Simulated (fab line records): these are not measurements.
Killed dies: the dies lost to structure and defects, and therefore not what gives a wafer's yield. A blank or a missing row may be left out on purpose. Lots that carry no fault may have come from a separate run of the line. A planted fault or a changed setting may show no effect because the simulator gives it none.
fab line records | flow sky130
record lots=7 wafers=21 lastDay=50
route steps=708 shown CONTACT@411 PAD_OPEN@708
lots that met no fault: taken from a fault-free run of the same line
startH: the number of hours between the record's first day and the start of the first shown wafer of the lot | waitH: hours since the lot's step before | " repeats the value in the row above | L1.1+2: a row that stands for several wafers | - either no value or no given start | * or withheld: withheld | < > ~ a bound
route shown NAME@n: NAME is a module with steps in the file, n the number in the route of the first one | usual: mean/standard deviation taken from wafers without a fault | same: alike in all rows | chamber/n: place in a boat | sites: per-site readings | _std_site: how widely they spread, as a standard deviation | _edge_site: mean of outer sites minus mean of inner sites | radiusMm: how far each site lies from the wafer's centre | mask NAME#n: copy n | behind: the most recent tool/chamber to have shaped the wafer | hold: cause of the lot's hold/its duration in hours/its outcome | device: whichever transistor did not switch (one of n, p or np) | end of line: at the end of the route, the tests of the same wafers | where a step has no rows: the recipe by itself | killed: not the wafer's yield, but the dies lost to structure and defects at the first sort | map: a wafer's dies, x killed, . not, _ none there
set.NAME: the setting as run; set.NAME@STEP: as run at that earlier step | model.NAME: the simulator's own value behind a step, which no gauge read
lots seen at some steps along the route; tables by step, rows by wafer
services: a tool's chamber out of use, with start hour (startH, from the record's first day; less than 0 if before it), hours out, and reason
## steps
# step SKY_CONTACT_BOW_MEAS_05
# recipe mode=bow
# usual CONTACT_BOW=83/6.6
# columns lot.wafer tool chamber startH waitH CONTACT_BOW[um]
L257.2 filmMetro-03 - 739.61 0.3 83
L257.4 " - " " 78
L257.6 " - " " 78
L263.2 filmMetro-01 - 785.22 0.2 76
L263.3 " - " " 84
L263.6 " - " " 73
L266.2 filmMetro-01 - 803.14 0.1 78
L266.3 " - " " 76
L266.4 " - " " 77
L268.2 filmMetro-01 - 832.15 0.1 84
L268.4 " - " " 89
L268.5 " - " " 71
L271.1 filmMetro-02 - 839.49 0.1 91
L271.5 " - " " 89
L271.6 " - " " 88
L272.2 filmMetro-03 - 843.37 0.3 82
L272.5 " - " " 84
L272.6 " - " " 98
L273.1 filmMetro-01 - 855.98 0.1 81
L273.2 " - " " 85
L273.4 " - " " 86
# step SKY_CONTACT_DEHYDRATE_06
# recipe tempC=200 timeS=60
# step SKY_CONTACT_HMDS_07
# recipe primeTimeS=60 primeTempC=120
# step SKY_CONTACT_COAT_08
# recipe resist=BARC tempC=withheld timeS=withheld spinRpm=3000 resistThkNm=60
# step SKY_CONTACT_COAT_09
# recipe resist=KrF-thick spinRpm=3000 resistThkNm=450
# step SKY_CONTACT_SOFTBAKE_10
# recipe tempC=101.2 timeS=90 resist=KrF-thick
# step SKY_CONTACT_EXPOSE_11
# recipe maskId=CTM1 na=0.8 sourceShape=annular sigmaInner=0.55 sigmaOuter=0.85 targetCdNm=170 doseMj=38
# step SKY_CONTACT_PEB_12
# recipe pebTempC=withheld pebTimeS=withheld resist=KrF-thick
# step SKY_CONTACT_DEVELOP_13
# recipe developTimeS=60 resist=KrF-thick devTempC=21
# step SKY_CONTACT_CD_MEAS_14
# recipe targetCdNm=170
# usual cdNm=170.0/1.6
# columns lot.wafer tool chamber startH waitH cdNm
L257.2 cdSem-02 - 767.07 - 173.4
L257.4 " - " " 172.9
L257.6 " - " " 173.8
L263.2 cdSem-02 - 812.97 - 169.2
L263.3 " - " " 168.9
L263.6 " - " " 168.7
L266.2 cdSem-02 - 830.47 - 170.8
L266.3 " - " " 169.6
L266.4 " - " " 169.9
L268.2 cdSem-01 - 859.57 - 169.6
L268.4 " - " " 168.5
L268.5 " - " " 168.2
L271.1 cdSem-02 - 867.03 - 168.6
L271.5 " - " " 170.5
L271.6 " - " " 168.8
L272.2 cdSem-02 - 870.20 - 168.3
L272.5 " - " " 168.7
L272.6 " - " " 168.9
L273.1 cdSem-01 - 883.23 - 169.9
L273.2 " - " " 170.3
L273.4 " - " " 170.1
# step SKY_CONTACT_OVL_MEAS_15
# usual CONTACT_OVL=-1/4.9
# columns lot.wafer tool chamber startH waitH CONTACT_OVL[nm]
L257.2 overlay-02 - 767.17 0.1 -8
L257.4 " - " " -7
L257.6 " - " " -14
L263.2 overlay-01 - 813.07 0.1 -5
L263.3 " - " " -10
L263.6 " - " " -6
L266.2 overlay-01 - 830.57 0.1 -9
L266.3 " - " " 4
L266.4 " - " " 0
L268.2 overlay-02 - 859.67 0.1 5
L268.4 " - " " 10
L268.5 " - " " 2
L271.1 overlay-01 - 867.15 0.1 -2
L271.5 " - " " 3
L271.6 " - " " -5
L272.2 overlay-01 - 870.31 0.1 -6
L272.5 " - " " -9
L272.6 " - " " -8
L273.1 overlay-01 - 883.35 0.1 -5
L273.2 " - " " -6
L273.4 " - " " -5
# step SKY_CONTACT_ETCH_16
# recipe chemistry=N2/H2 target=BARC ionEnergyEv=200 sourceW=500 biasW=100 pressureMtorr=30 n2FlowSccm=100 h2FlowSccm=200 stopOn=SiO2 timeS=45.9 targetDepthA=600
# usual biasW=100.00/0.3 chamberPressureMTorr=30.001/0.027 drypumpMotorCurrentA=5.7/0.31 oesProductAu=0.855/0.0047 throttleValvePct=13.224/0.01
# columns lot.wafer tool chamber startH waitH biasW chamberPressureMTorr drypumpMotorCurrentA oesProductAu rfHoursCounterH throttleValvePct
L257.2 rieDiel-01 1 767.20 0.0 99.72 30.030 5.6 0.859 9 13.210
L257.4 " 3 " " 99.58 29.983 5.7 0.853 21 13.224
L257.6 " 1 " " 99.44 29.990 5.6 0.858 - 13.229
L263.2 rieDiel-03 2 813.10 0.0 100.00 30.025 5.2 0.852 5 13.222
L263.3 " 3 " " 100.96 29.998 6.4 0.860 5 13.219
L263.6 " 1 " " 100.23 29.955 5.8 0.851 - 13.217
L266.2 rieDiel-01 3 830.60 0.0 99.87 30.018 5.7 0.855 23 13.220
L266.3 " 0 " " 100.38 30.035 6.2 0.864 3 13.219
L266.4 " 2 " " 100.14 29.995 5.3 0.862 1 13.227
L268.2 rieDiel-03 2 859.70 0.0 99.84 29.996 5.2 0.853 6 13.211
L268.4 " 0 " " 100.06 29.990 5.7 0.860 16 13.218
L268.5 " 3 " " 99.73 29.988 6.4 0.846 - 13.225
L271.1 rieDiel-01 0 867.19 0.0 99.50 29.932 6.2 0.854 4 13.206
L271.5 " 2 " " 100.35 30.007 5.3 0.856 - 13.214
L271.6 " 3 " " 100.16 30.005 5.7 0.854 - 13.219
L272.2 rieDiel-04 3 870.34 0.0 99.57 30.036 5.6 0.856 21 13.220
L272.5 " 3 " " 99.75 29.954 5.7 0.854 - 13.225
L272.6 " 2 " " 100.13 29.952 5.5 0.856 - 13.224
L273.1 rieDiel-03 3 883.39 0.0 100.50 29.995 6.4 0.859 8 13.242
L273.2 " 2 " " 100.22 30.006 5.2 0.852 6 13.232
L273.4 " 0 " " 99.89 30.018 5.8 0.853 17 13.228
# step SKY_CONTACT_ETCH_17
# recipe target=SiO2 chemistry=C4F8/O2/Ar stopOn=Si3N4 maskMaterial=KrF-thick sourceW=1500 biasW=1200 pressureMtorr=40 c4f8FlowSccm=withheld O2_flow_sccm=6 Ar_flow_sccm=300 timeS=withheld targetDepthA=3400
# usual biasW=1200/3.8 chamberPressureMTorr=40.00/0.04 oesProductAu=0.892/0.005
# columns lot.wafer tool chamber startH waitH biasW chamberPressureMTorr oesProductAu model.KrF-thick_of_CONTACT_COAT_09.thkNm
L257.2 rieDiel-01 1 767.25 0.0 1199 40.06 0.881 324.3
L257.4 " 3 " " 1206 39.96 0.902 322.9
L257.6 " 1 " " 1204 40.01 0.891 324.5
L263.2 rieDiel-03 2 813.15 0.0 1199 39.96 0.889 331.1
L263.3 " 3 " " 1193 40.04 0.892 329
L263.6 " 1 " " 1204 39.97 0.886 329.4
L266.2 rieDiel-01 3 830.65 0.0 1204 40.02 0.898 326.7
L266.3 " 0 " " 1201 40.02 0.888 326.1
L266.4 " 2 " " 1193 39.97 0.884 328.5
L268.2 rieDiel-03 2 859.75 0.0 1206 40.03 0.891 329.2
L268.4 " 0 " " 1197 39.99 0.891 329.4
L268.5 " 3 " " 1207 40.03 0.890 330.7
L271.1 rieDiel-01 0 867.23 0.0 - - - 396.1
L271.5 " 2 " " - - - 394.6
L271.6 " 3 " " - - - 394.5
L272.2 rieDiel-04 3 870.38 0.0 - - - 393.1
L272.5 " 3 " " - - - 392.3
L272.6 " 2 " " - - - 393
L273.1 rieDiel-03 3 883.43 0.0 - - - 391.4
L273.2 " 2 " " - - - 393.1
L273.4 " 0 " " - - - 392.4
# step SKY_CONTACT_ETCH_18
# recipe target=Si3N4 chemistry=CHF3/O2 stopOn=TiN sourceW=600 biasW=200 pressureMtorr=40 chf3FlowSccm=50 O2_flow_sccm=5 timeS=39 targetDepthA=750
# usual O2_flow_sccm=5.000/0.015 biasW=200.0/0.59 drypumpMotorCurrentA=5.7/0.31 oesProductAu=0.855/0.0072 throttleValvePct=8.794/0.0087
# columns lot.wafer tool chamber startH waitH O2_flow_sccm biasW drypumpMotorCurrentA oesProductAu rfHoursCounterH throttleValvePct model.KrF-thick_of_CONTACT_COAT_09.thkNm
L257.2 rieDiel-01 1 - - 4.999 200.0 5.5 0.842 9 8.783 238.8
L257.4 " 3 " " 4.979 199.8 5.7 0.855 21 8.799 236.5
L257.6 " 1 " " 4.981 200.1 5.5 0.854 - 8.792 238.3
L263.2 rieDiel-03 2 - - 5.005 200.5 5.2 0.856 5 8.796 248.8
L263.3 " 3 " " 4.987 200.8 6.4 0.859 5 8.787 245.6
L263.6 " 1 " " 5.008 200.2 5.7 0.874 - 8.789 245.1
L266.2 rieDiel-01 3 - - 5.010 200.7 5.7 0.847 24 8.778 240.8
L266.3 " 0 " " 4.988 199.9 6.2 0.845 3 8.783 240.1
L266.4 " 2 " " 5.007 199.9 5.3 0.855 1 8.797 243.5
L268.2 rieDiel-03 2 - - 4.998 199.5 5.2 0.845 6 8.789 246.8
L268.4 " 0 " " 4.988 200.3 5.8 0.854 16 8.795 247
L268.5 " 3 " " 5.017 200.9 6.4 0.851 - 8.789 247
L271.1 rieDiel-01 0 - - 5.003 200.6 6.2 0.370 4 8.677 310.5
L271.5 " 2 " " 5.014 199.8 5.3 0.371 - 8.669 309.7
L271.6 " 3 " " 5.012 199.8 5.7 0.379 - 8.667 309.5
L272.2 rieDiel-04 3 - - 5.028 199.9 5.7 0.379 21 8.669 307.7
L272.5 " 3 " " 5.007 199.5 5.6 0.382 - 8.667 306.8
L272.6 " 2 " " 4.977 200.1 5.5 0.387 - 8.684 306.5
L273.1 rieDiel-03 3 - - 4.988 199.9 6.4 0.372 8 8.667 307.6
L273.2 " 2 " " 4.998 200.2 5.2 0.376 6 8.672 309.8
L273.4 " 0 " " 4.986 200.7 5.7 0.376 17 8.680 308.7
# step SKY_CONTACT_STRIP_19
# recipe chemistry=O2/N2 powerW=1400 pressureMtorr=1500 platenTempC=withheld o2FlowSccm=3000 n2FlowSccm=300 overashFraction=0.5
# usual drypumpMotorCurrentA=5.6/0.34 oesProductAu=0.380/0.0044 stripTimeToEndpointS=3.61/0.036
# columns lot.wafer tool chamber startH waitH drypumpMotorCurrentA oesProductAu rfHoursCounterH stripTimeToEndpointS
L257.2 plasmaAsher-01 0 767.34 - 5.0 0.379 3 3.56
L257.4 " 0 " " 5.0 0.378 - 3.55
L257.6 " 0 " " 5.0 0.381 - 3.58
L263.2 plasmaAsher-04 0 813.24 - 6.2 0.387 37 3.67
L263.3 " 0 " " 6.2 0.382 - 3.66
L263.6 " 0 " " 6.2 0.382 - 3.66
L266.2 plasmaAsher-01 1 830.74 - 5.7 0.371 9 3.59
L266.3 " 0 " " 5.0 0.379 - 3.60
L266.4 " 1 " " 5.7 0.383 - 3.60
L268.2 plasmaAsher-03 1 859.84 - 5.6 0.386 105 3.67
L268.4 " 1 " " 5.6 0.375 - 3.65
L268.5 " 1 " " 5.6 0.380 - 3.65
L271.1 plasmaAsher-04 0 867.32 - 6.1 0.410 42 4.33
L271.5 " 0 " " 6.2 0.410 - 4.32
L271.6 " 1 " " 5.7 0.411 - 4.31
L272.2 plasmaAsher-03 1 870.47 - 5.6 0.413 106 4.31
L272.5 " 0 " " 5.7 0.411 - 4.30
L272.6 " 1 " " 5.6 0.412 - 4.30
L273.1 plasmaAsher-03 1 883.52 - 5.6 0.405 107 4.30
L273.2 " 0 " " 5.7 0.412 107 4.33
L273.4 " 0 " " 5.7 0.412 - 4.31
# step SKY_CONTACT_STRIP_20
# recipe chemistry=postEtchResidueRemover timeS=1200 tempC=72.5
# step SKY_PAD_OPEN_PROBE_99
# usual killed_at_M0_to_M3=43/7.5 killed_at_M4_up=3.2/1.9 killedAtContacts=24/5.6 killedAtFrontEnd=15/4.8 killedAtOther=0.2/0.54 killedDies=86/11 killedOnRim=17/3.6 killedOpen=47/7.6 killedShort=39/7.1
# same grossDies=492 killedAtBackSide=0
# columns lot.wafer tool chamber startH waitH hold killed_at_M0_to_M3 killed_at_M4_up killedAtContacts killedAtFrontEnd killedAtOther killedDies killedOnRim killedOpen killedShort
L257.2 prober-02 - 1106.84 0.1 - 34 8 16 14 0 72 15 42 30
L257.4 prober-02 - 1106.94 0.2 - 41 1 27 11 0 80 17 42 38
L257.6 prober-02 - 1107.04 0.2 - 51 4 32 18 0 105 24 60 45
L263.2 prober-01 - 1144.53 0.1 - 30 2 33 14 0 79 17 40 39
L263.3 prober-01 - 1144.58 0.2 - 37 4 21 23 0 85 16 50 35
L263.6 prober-01 - 1144.73 0.2 - 42 6 30 22 0 100 19 49 51
L266.2 prober-02 - 1156.93 0.1 - 38 4 19 28 0 89 18 54 35
L266.3 prober-02 - 1156.98 0.2 - 45 8 14 20 0 87 20 52 35
L266.4 prober-02 - 1157.03 0.2 - 43 1 26 31 0 101 13 63 38
L268.2 prober-01 - 1174.47 0.1 - 39 2 31 8 0 80 13 49 31
L268.4 prober-01 - 1174.57 0.2 - 43 3 34 20 0 100 17 54 46
L268.5 prober-01 - 1174.62 0.2 - 57 2 25 10 1 95 20 55 40
L271.1 prober-01 - 1180.75 0.1 awaitDispo/4.5h/scrap 50 1 429 12 0 492 96 44 41
L271.5 prober-01 - 1180.95 0.2 awaitDispo/4.5h/scrap 62 3 414 13 0 492 96 64 46
L271.6 prober-01 - 1181.00 0.2 awaitDispo/4.5h/scrap 60 2 420 10 0 492 96 48 50
L272.2 prober-02 - 1185.35 0.1 awaitDispo/2.8h/scrap 38 4 432 18 0 492 96 43 29
L272.5 prober-02 - 1185.50 0.2 awaitDispo/2.8h/scrap 44 1 437 10 0 492 96 49 27
L272.6 prober-02 - 1185.55 0.2 awaitDispo/2.8h/scrap 32 2 432 25 1 492 96 50 42
L273.1 prober-01 - 1190.81 0.1 awaitDispo/4.6h/scrap 50 4 432 6 0 492 96 48 40
L273.2 prober-01 - 1190.86 0.1 awaitDispo/4.6h/scrap 51 9 414 18 0 492 96 55 46
L273.4 prober-01 - 1190.96 0.2 awaitDispo/4.6h/scrap 42 2 439 9 0 492 96 42 34
# killed by level:class
L257.2 VIA1:geometricParticle:open=12 CONTACT:geometricParticle:open=8 POLY_GATE:geometricParticle:open=5 METAL4:geometricParticle:short=5 VIA1:geometricParticle:short=4 METAL2:geometricParticle:short=4 POLY_GATE:geometricParticle:short=3 METAL3:geometricParticle:short=3
L257.4 CONTACT:geometricParticle:open=9 VIA1:geometricParticle:open=8 METAL1:geometricParticle:short=6 LI_CONTACT:geometricParticle:open=5 CONTACT:geometricParticle:short=5 VIA3:geometricParticle:short=5 VIA2:geometricParticle:open=5 FIELD_ISO:geometricParticle:short=4
L257.6 CONTACT:geometricParticle:open=11 VIA1:geometricParticle:open=11 LOCAL_INTERCONNECT:geometricParticle:short=10 VIA3:geometricParticle:open=9 VIA2:geometricParticle:open=8 LI_CONTACT:geometricParticle:open=7 FIELD_ISO:geometricParticle:short=5 METAL2:geometricParticle:short=5
L263.2 CONTACT:geometricParticle:open=15 METAL1:geometricParticle:short=6 FIELD_ISO:geometricParticle:short=5 VIA3:geometricParticle:open=5 VIA1:geometricParticle:open=5 POLY_GATE:geometricParticle:short=4 LI_CONTACT:geometricParticle:short=4 LI_CONTACT:geometricParticle:open=4
L263.3 FIELD_ISO:geometricParticle:short=8 CONTACT:geometricParticle:open=7 VIA1:geometricParticle:open=7 VIA2:geometricParticle:open=7 VIA3:geometricParticle:open=7 CONTACT:geometricParticle:short=6 POLY_GATE:geometricParticle:open=6 FIELD_ISO:geometricParticle:open=4
L263.6 LOCAL_INTERCONNECT:geometricParticle:short=9 CONTACT:geometricParticle:open=9 VIA1:geometricParticle:open=9 POLY_GATE:geometricParticle:short=7 VIA1:geometricParticle:short=7 VIA3:geometricParticle:open=6 POLY_GATE:geometricParticle:open=5 LI_CONTACT:geometricParticle:open=5
L266.2 VIA3:geometricParticle:open=10 FIELD_ISO:geometricParticle:open=9 VIA1:geometricParticle:open=8 LI_CONTACT:geometricParticle:open=7 CONTACT:geometricParticle:open=7 POLY_GATE:geometricParticle:open=6 FIELD_ISO:geometricParticle:short=5 POLY_GATE:geometricParticle:short=5
L266.3 VIA1:geometricParticle:open=13 VIA3:geometricParticle:open=8 LI_CONTACT:geometricParticle:open=6 POLY_GATE:geometricParticle:short=5 CONTACT:geometricParticle:open=5 VIA2:geometricParticle:open=5 METAL2:geometricParticle:short=5 FIELD_ISO:geometricParticle:open=4
L266.4 FIELD_ISO:geometricParticle:open=13 VIA1:geometricParticle:open=12 CONTACT:geometricParticle:open=9 LI_CONTACT:geometricParticle:open=9 FIELD_ISO:geometricParticle:short=5 POLY_GATE:geometricParticle:short=5 POLY_GATE:geometricParticle:open=5 METAL1:geometricParticle:short=5
L268.2 CONTACT:geometricParticle:open=13 VIA1:geometricParticle:open=13 CONTACT:geometricParticle:short=9 LI_CONTACT:geometricParticle:open=6 VIA3:geometricParticle:open=5 VIA2:geometricParticle:open=4 VIA1:geometricParticle:short=4 METAL2:geometricParticle:short=3
L268.4 CONTACT:geometricParticle:open=20 VIA1:geometricParticle:short=10 VIA1:geometricParticle:open=8 METAL2:geometricParticle:short=8 VIA2:geometricParticle:open=7 FIELD_ISO:geometricParticle:open=5 LI_CONTACT:geometricParticle:open=5 FIELD_ISO:geometricParticle:short=4
L268.5 VIA1:geometricParticle:open=12 VIA1:geometricParticle:short=10 VIA3:geometricParticle:open=9 VIA2:geometricParticle:open=8 CONTACT:geometricParticle:open=8 METAL2:geometricParticle:short=7 LI_CONTACT:geometricParticle:open=5 CONTACT:geometricParticle:short=5
L271.1 CONTACT:areaEtch=407 VIA1:geometricParticle:open=11 METAL1:geometricParticle:short=9 LOCAL_INTERCONNECT:geometricParticle:short=6 CONTACT:geometricParticle:open=6 LI_CONTACT:geometricParticle:open=6 VIA2:geometricParticle:open=6 VIA3:geometricParticle:short=6
L271.5 CONTACT:areaEtch=382 CONTACT:geometricParticle:open=14 VIA1:geometricParticle:open=13 VIA2:geometricParticle:open=10 VIA3:geometricParticle:open=9 LI_CONTACT:geometricParticle:open=7 METAL1:geometricParticle:short=6 METAL2:geometricParticle:short=5
L271.6 CONTACT:areaEtch=394 VIA1:geometricParticle:open=12 LI_CONTACT:geometricParticle:open=8 VIA2:geometricParticle:short=8 METAL2:geometricParticle:short=8 METAL1:geometricParticle:short=7 LOCAL_INTERCONNECT:geometricParticle:short=6 FIELD_ISO:geometricParticle:open=5
L272.2 CONTACT:areaEtch=420 VIA1:geometricParticle:open=13 VIA2:geometricParticle:open=9 POLY_GATE:geometricParticle:short=5 LI_CONTACT:geometricParticle:open=5 METAL1:geometricParticle:short=5 FIELD_ISO:geometricParticle:short=4 METAL2:geometricParticle:short=4
L272.5 CONTACT:areaEtch=416 VIA2:geometricParticle:open=9 CONTACT:geometricParticle:open=8 LI_CONTACT:geometricParticle:open=7 METAL1:geometricParticle:short=7 VIA1:geometricParticle:open=7 METAL2:geometricParticle:short=7 VIA3:geometricParticle:open=6
L272.6 CONTACT:areaEtch=400 CONTACT:geometricParticle:open=10 VIA1:geometricParticle:open=8 FIELD_ISO:geometricParticle:short=7 FIELD_ISO:geometricParticle:open=7 POLY_GATE:geometricParticle:short=5 LI_CONTACT:geometricParticle:short=5 LI_CONTACT:geometricParticle:open=5
L273.1 CONTACT:areaEtch=404 VIA1:geometricParticle:open=15 CONTACT:geometricParticle:open=11 VIA2:geometricParticle:open=9 VIA1:geometricParticle:short=7 METAL1:geometricParticle:short=6 CONTACT:geometricParticle:short=5 LI_CONTACT:geometricParticle:short=4
L273.2 CONTACT:areaEtch=391 VIA1:geometricParticle:open=12 VIA3:geometricParticle:open=9 CONTACT:geometricParticle:open=8 VIA1:geometricParticle:short=7 METAL4:geometricParticle:short=6 METAL1:geometricParticle:short=5 POLY_GATE:geometricParticle:open=5
L273.4 CONTACT:areaEtch=416 CONTACT:geometricParticle:open=9 LI_CONTACT:geometricParticle:open=7 METAL1:geometricParticle:short=7 VIA1:geometricParticle:open=7 METAL2:geometricParticle:short=7 VIA3:geometricParticle:open=7 FIELD_ISO:geometricParticle:short=5
# map L271.1 (x killed, . not)
__________xxxxxxxxxx_________
________xxxxxxxxxxxxxx_______
______xxxxxxxxxxxxxxxxxx_____
_____xxxxxxxxxxxxxxxxxxxx____
____xxxxxxxxxxxxxxxxxxxxxx___
___xxxxxxxxxxxxxxxxxxxxxxxx__
__xxxxxxxxxxxxxxxxxxxxxxxxxx_
_xxxxxxxxxxxxxxxxxxxxxxxxxxxx
_xxxxxxxxxxxxxxxxxxxxxxxxxxxx
_xxxxxxxxxxxxxxxxxxxxxxxxxxxx
_xxxxxxxxxxxxxxxxxxxxxxxxxxxx
_xxxxxxxxxxxxxxxxxxxxxxxxxxxx
_xxxxxxxxxxxxxxxxxxxxxxxxxxxx
_xxxxxxxxxxxxxxxxxxxxxxxxxxxx
_xxxxxxxxxxxxxxxxxxxxxxxxxxxx
__xxxxxxxxxxxxxxxxxxxxxxxxxx_
___xxxxxxxxxxxxxxxxxxxxxxxx__
____xxxxxxxxxxxxxxxxxxxxxx___
_____xxxxxxxxxxxxxxxxxxxx____
______xxxxxxxxxxxxxxxxxx_____
________xxxxxxxxxxxxxx_______
__________xxxxxxxxxx_________
# map L272.2 (x killed, . not)
__________xxxxxxxxxx_________
________xxxxxxxxxxxxxx_______
______xxxxxxxxxxxxxxxxxx_____
_____xxxxxxxxxxxxxxxxxxxx____
____xxxxxxxxxxxxxxxxxxxxxx___
___xxxxxxxxxxxxxxxxxxxxxxxx__
__xxxxxxxxxxxxxxxxxxxxxxxxxx_
_xxxxxxxxxxxxxxxxxxxxxxxxxxxx
_xxxxxxxxxxxxxxxxxxxxxxxxxxxx
_xxxxxxxxxxxxxxxxxxxxxxxxxxxx
_xxxxxxxxxxxxxxxxxxxxxxxxxxxx
_xxxxxxxxxxxxxxxxxxxxxxxxxxxx
_xxxxxxxxxxxxxxxxxxxxxxxxxxxx
_xxxxxxxxxxxxxxxxxxxxxxxxxxxx
_xxxxxxxxxxxxxxxxxxxxxxxxxxxx
__xxxxxxxxxxxxxxxxxxxxxxxxxx_
___xxxxxxxxxxxxxxxxxxxxxxxx__
____xxxxxxxxxxxxxxxxxxxxxx___
_____xxxxxxxxxxxxxxxxxxxx____
______xxxxxxxxxxxxxxxxxx_____
________xxxxxxxxxxxxxx_______
__________xxxxxxxxxx_________
## services
# columns tool chamber startH hours kind
plasmaAsher-04 - 749.94 14.6 pm
rieDiel-03 - 758.03 2.8 pm
rieDiel-01 - 761.27 0.3 repair
rieDiel-03 1 765.50 7.6 repair
rieDiel-04 0 790.42 - clean
rieDiel-04 0 790.42 17.4 scheduledDown
rieDiel-04 0 790.42 17.4 ventCycle
rieDiel-04 2 791.05 6.6 repair
rieDiel-03 3 793.70 11.2 repair
rieDiel-01 2 798.22 - clean
rieDiel-01 2 798.22 16.1 scheduledDown
rieDiel-01 2 798.22 16.1 ventCycle
plasmaAsher-03 - 825.60 2.8 pm
rieDiel-03 2 840.82 10.4 repair
rieDiel-03 - 841.95 0.6 repair
rieDiel-04 1 858.88 27.6 repair
## key
firstSign step=SKY_CONTACT_ETCH_17 reading=toolRecord direction=missing
effect step=SKY_CONTACT_ETCH_18 reading=oesProductAu direction=down sigmas=66 usual=0.855 struck=0.377
effect step=SKY_CONTACT_STRIP_19 reading=stripTimeToEndpointS direction=up sigmas=20 usual=* struck=*
effect step=SKY_PAD_OPEN_PROBE_99 reading=killedAtContacts direction=up sigmas=71 usual=24 struck=428
modelEffect step=SKY_CONTACT_ETCH_17 value=KrF-thick_of_CONTACT_COAT_09.thkNm without=328 struck=393.4
modelEffect step=SKY_CONTACT_ETCH_18 value=KrF-thick_of_CONTACT_COAT_09.thkNm without=243.2 struck=308.5
moreKillsBornAt SKY_CONTACT_ETCH_17@rieDiel-04=1236 SKY_CONTACT_ETCH_17@rieDiel-03=1211 SKY_CONTACT_ETCH_17@rieDiel-01=1183
metAt SKY_CONTACT_ETCH_17
struckWafers L271.1,L271.5,L271.6,L272.2,L272.5,L272.6,L273.1,L273.2,L273.4
laterRowsLeftOut L271.1,L271.5,L271.6,L272.2,L272.5,L272.6,L273.1,L273.2,L273.4
testerLeftOut L271,L272,L273
onsetBetween 859.75 867.23
fault kind=skippedStepWhole tool=rieDiel-01,rieDiel-03,rieDiel-04 chamber=- onsetH=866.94 steps=SKY_CONTACT_ETCH_17 scope=struckLotsOnly
# testerLeftOut: of these lots the tester's yield and bins aren't shown, on N5 and GAA mostly nor the transistor test; their killed dies are dies lost to structure and defects alone, not to doping, threshold or leakage, so they don't give the yield
# laterRowsLeftOut: the simulator's readings of these wafers behind a module that went badly wrong aren't trusted and aren't shown, but for the sort
